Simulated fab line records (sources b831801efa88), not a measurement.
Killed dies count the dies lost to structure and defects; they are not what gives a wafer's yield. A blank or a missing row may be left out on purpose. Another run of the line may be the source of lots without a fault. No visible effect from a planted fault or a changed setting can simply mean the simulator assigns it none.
The tool behind it: which one? || flow sky130 || 12 lots with 36 wafers sampled at 4 steps, on a route of 708 steps

WHAT THE GAUGES SHOWED, per wafer
SKY_VT_ADJUST_PCH_TW_MEAS_10.
{"lot": "L280", "measured": "day 10 06:25", "on": "film-metro-03", "VT_ADJUST_PCH_TW": "142.5 142.5 142.7"}
{"lot": "L285", "measured": "day 11 15:38", "on": "film-metro-01", "VT_ADJUST_PCH_TW": "141.4 141.2 142.0"}
{"lot": "L286", "measured": "day 12 02:05", "on": "film-metro-01", "VT_ADJUST_PCH_TW": "141.5 140.8 141.8"}
{"lot": "L287", "measured": "day 12 11:04", "on": "film-metro-01", "VT_ADJUST_PCH_TW": "141.7 142.0 141.1"}
{"lot": "L288", "measured": "day 12 14:52", "on": "film-metro-03", "VT_ADJUST_PCH_TW": "142.9 142.6 142.6"}
{"lot": "L295", "measured": "day 14 22:20", "on": "film-metro-01", "VT_ADJUST_PCH_TW": "140.7 140.5 141.0"}
{"lot": "L296", "measured": "day 15 13:40", "on": "film-metro-03", "VT_ADJUST_PCH_TW": "142.2 142.9 143.3"}
{"lot": "L297", "measured": "day 15 17:23", "on": "film-metro-03", "VT_ADJUST_PCH_TW": "142.6 142.0 142.8"}
{"lot": "L299", "measured": "day 16 05:44", "on": "film-metro-01", "VT_ADJUST_PCH_TW": "140.8 140.5 141.2"}
{"lot": "L300", "measured": "day 16 11:35", "on": "film-metro-02", "VT_ADJUST_PCH_TW": "140.9 140.3 141.7"}
{"lot": "L302", "measured": "day 17 08:53", "on": "film-metro-01", "VT_ADJUST_PCH_TW": "139.8 140.2 138.9"}
{"lot": "L303", "measured": "day 17 21:31", "on": "film-metro-02", "VT_ADJUST_PCH_TW": "141.3 141.0 141.1"}

SKY_SONOS_ONO_THK_MEAS_01.
{"lot": "L280", "measured": "day 11 06:27", "on": "film-metro-04", "SONOS_ONO_OXIDATION_THK (nm)": "2.58 2.56 2.51"}
{"lot": "L285", "measured": "day 12 17:34", "on": "film-metro-03", "SONOS_ONO_OXIDATION_THK (nm)": "2.48 2.51 2.49"}
{"lot": "L286", "measured": "day 13 05:33", "on": "film-metro-04", "SONOS_ONO_OXIDATION_THK (nm)": "2.89 2.85 2.82"}
{"lot": "L287", "measured": "day 13 15:53", "on": "film-metro-04", "SONOS_ONO_OXIDATION_THK (nm)": "2.80 2.79 2.83"}
{"lot": "L288", "measured": "day 13 18:28", "on": "film-metro-03", "SONOS_ONO_OXIDATION_THK (nm)": "2.87 2.85 2.76"}
{"lot": "L295", "measured": "day 16 04:58", "on": "film-metro-03", "SONOS_ONO_OXIDATION_THK (nm)": "2.60 2.61 2.54"}
{"lot": "L296", "measured": "day 16 21:29", "on": "film-metro-02", "SONOS_ONO_OXIDATION_THK (nm)": "2.56 2.56 2.64"}
{"lot": "L297", "measured": "day 17 00:58", "on": "film-metro-03", "SONOS_ONO_OXIDATION_THK (nm)": "2.68 2.60 2.66"}
{"lot": "L299", "measured": "day 17 11:56", "on": "film-metro-03", "SONOS_ONO_OXIDATION_THK (nm)": "2.62 2.57 2.55"}
{"lot": "L300", "measured": "day 17 19:44", "on": "film-metro-02", "SONOS_ONO_OXIDATION_THK (nm)": "2.60 2.57 2.56"}
{"lot": "L302", "measured": "day 18 16:29", "on": "film-metro-04", "SONOS_ONO_OXIDATION_THK (nm)": "2.69 2.61 2.61"}
{"lot": "L303", "measured": "day 19 05:53", "on": "film-metro-02", "SONOS_ONO_OXIDATION_THK (nm)": "2.50 2.48 2.57"}

SKY_SONOS_ONO_THK_MEAS_03.
{"lot": "L280", "measured": "day 11 07:47", "on": "film-metro-03", "SONOS_ONO_CVD_02_THK (nm)": "10.56 10.51 10.62"}
{"lot": "L285", "measured": "day 12 18:40", "on": "film-metro-03", "SONOS_ONO_CVD_02_THK (nm)": "10.56 10.64 10.51"}
{"lot": "L286", "measured": "day 13 08:19", "on": "film-metro-02", "SONOS_ONO_CVD_02_THK (nm)": "10.60 10.66 10.66"}
{"lot": "L287", "measured": "day 13 19:59", "on": "film-metro-03", "SONOS_ONO_CVD_02_THK (nm)": "10.63 10.59 10.63"}
{"lot": "L288", "measured": "day 13 20:03", "on": "film-metro-04", "SONOS_ONO_CVD_02_THK (nm)": "10.55 10.82 10.70"}
{"lot": "L295", "measured": "day 16 07:17", "on": "film-metro-03", "SONOS_ONO_CVD_02_THK (nm)": "10.60 10.66 10.64"}
{"lot": "L296", "measured": "day 16 22:36", "on": "film-metro-03", "SONOS_ONO_CVD_02_THK (nm)": "10.73 10.51 10.47"}
{"lot": "L297", "measured": "day 17 02:31", "on": "film-metro-02", "SONOS_ONO_CVD_02_THK (nm)": "10.60 10.63 10.57"}
{"lot": "L299", "measured": "day 17 13:02", "on": "film-metro-02", "SONOS_ONO_CVD_02_THK (nm)": "10.94 11.01 10.85"}
{"lot": "L300", "measured": "day 17 23:56", "on": "film-metro-04", "SONOS_ONO_CVD_02_THK (nm)": "10.45 10.45 10.53"}
{"lot": "L302", "measured": "day 18 17:36", "on": "film-metro-03", "SONOS_ONO_CVD_02_THK (nm)": "10.60 10.76 10.68"}
{"lot": "L303", "measured": "day 19 06:59", "on": "film-metro-03", "SONOS_ONO_CVD_02_THK (nm)": "10.61 10.51 10.63"}

EACH LOT AND THE TOOL THAT RAN IT (in order: tool; ch and the chambers of the sampled wafers; start)
{"lot": "L280", "SKY_SONOS_ONO_OXIDATION_00": "furnace-02 ch 0, day 11 05:06"}
{"lot": "L285", "SKY_SONOS_ONO_OXIDATION_00": "furnace-01 ch 0, day 12 16:12"}
{"lot": "L286", "SKY_SONOS_ONO_OXIDATION_00": "furnace-01 ch 0, day 13 04:11"}
{"lot": "L287", "SKY_SONOS_ONO_OXIDATION_00": "furnace-01 ch 0, day 13 14:32"}
{"lot": "L288", "SKY_SONOS_ONO_OXIDATION_00": "furnace-01 ch 0, day 13 17:08"}
{"lot": "L295", "SKY_SONOS_ONO_OXIDATION_00": "furnace-02 ch 0, day 16 03:37"}
{"lot": "L296", "SKY_SONOS_ONO_OXIDATION_00": "furnace-02 ch 0, day 16 20:08"}
{"lot": "L297", "SKY_SONOS_ONO_OXIDATION_00": "furnace-01 ch 0, day 16 23:37"}
{"lot": "L299", "SKY_SONOS_ONO_OXIDATION_00": "furnace-02 ch 0, day 17 10:34"}
{"lot": "L300", "SKY_SONOS_ONO_OXIDATION_00": "furnace-01 ch 0, day 17 18:22"}
{"lot": "L302", "SKY_SONOS_ONO_OXIDATION_00": "furnace-01 ch 0, day 18 15:08"}
{"lot": "L303", "SKY_SONOS_ONO_OXIDATION_00": "furnace-01 ch 0, day 19 04:32"}
- SKY_SONOS_ONO_OXIDATION_00: stabilise 600 s, purge 300 s, target thk 2.6 nm.

WHAT THE TOOLS THEMSELVES READ (means of the sampled wafers that have a number; where no wafer has one, the mark that the record gives instead)
SKY_SONOS_ONO_OXIDATION_00.
{"lot": "L280", "tool": "furnace-02", "zone-power-bottom-pct (%)": 22.2, "zone-power-lower-pct (%)": 16.5}
{"lot": "L285", "tool": "furnace-01", "zone-power-bottom-pct (%)": 21.7, "zone-power-lower-pct (%)": 14.1}
{"lot": "L286", "tool": "furnace-01", "zone-power-bottom-pct (%)": 21.5, "zone-power-lower-pct (%)": 13.9}
{"lot": "L287", "tool": "furnace-01", "zone-power-bottom-pct (%)": 21.5, "zone-power-lower-pct (%)": 14.0}
{"lot": "L288", "tool": "furnace-01", "zone-power-bottom-pct (%)": 21.4, "zone-power-lower-pct (%)": 13.9}
{"lot": "L295", "tool": "furnace-02", "zone-power-bottom-pct (%)": 22.0, "zone-power-lower-pct (%)": 16.5}
{"lot": "L296", "tool": "furnace-02", "zone-power-bottom-pct (%)": 22.1, "zone-power-lower-pct (%)": 16.5}
{"lot": "L297", "tool": "furnace-01", "zone-power-bottom-pct (%)": 21.7, "zone-power-lower-pct (%)": 13.9}
{"lot": "L299", "tool": "furnace-02", "zone-power-bottom-pct (%)": 22.2, "zone-power-lower-pct (%)": 16.4}
{"lot": "L300", "tool": "furnace-01", "zone-power-bottom-pct (%)": 21.5, "zone-power-lower-pct (%)": 14.0}
{"lot": "L302", "tool": "furnace-01", "zone-power-bottom-pct (%)": 21.4, "zone-power-lower-pct (%)": 14.0}
{"lot": "L303", "tool": "furnace-01", "zone-power-bottom-pct (%)": 21.4, "zone-power-lower-pct (%)": 13.9}

THE ANSWER, worked out from the rows above alone
Rule: usual is defined by the lots themselves. The widest of any qualifying gaps counts: lots, ordered by their means at a reading, are off when they make up no more than a third of the lots, leave a main group of 4 or more, and stand apart from it by 3 or more times the standard deviation of that group's means. Not used: any main group whose means are identical at the precision the tables above print for the reading. A lot without any number at a reading at which 4 lots or more have one is off too. Where the step has rows for the other lots, those lots are counted as sound. First the gauges in route order, then the tools' own readings, where a lot's mean is used as printed above. The first step at which some lot is off is used, and at that step the reading that is off furthest; a lot without a number counts as furthest.
Off: L286, L287, L288, seen at SKY_SONOS_ONO_THK_MEAS_01 (SONOS_ONO_OXIDATION_THK). Mean 2.57 nm and standard deviation 0.047 in the main group.
A tool fits if, at a process step before that reading, it ran every lot that is off, and no sound lot after the first of them. The gauges at SKY_SONOS_ONO_THK_MEAS_01 are tried like those tools. None of those tried fits.

WHAT HAD BEEN PUT IN BY THE SIMULATOR
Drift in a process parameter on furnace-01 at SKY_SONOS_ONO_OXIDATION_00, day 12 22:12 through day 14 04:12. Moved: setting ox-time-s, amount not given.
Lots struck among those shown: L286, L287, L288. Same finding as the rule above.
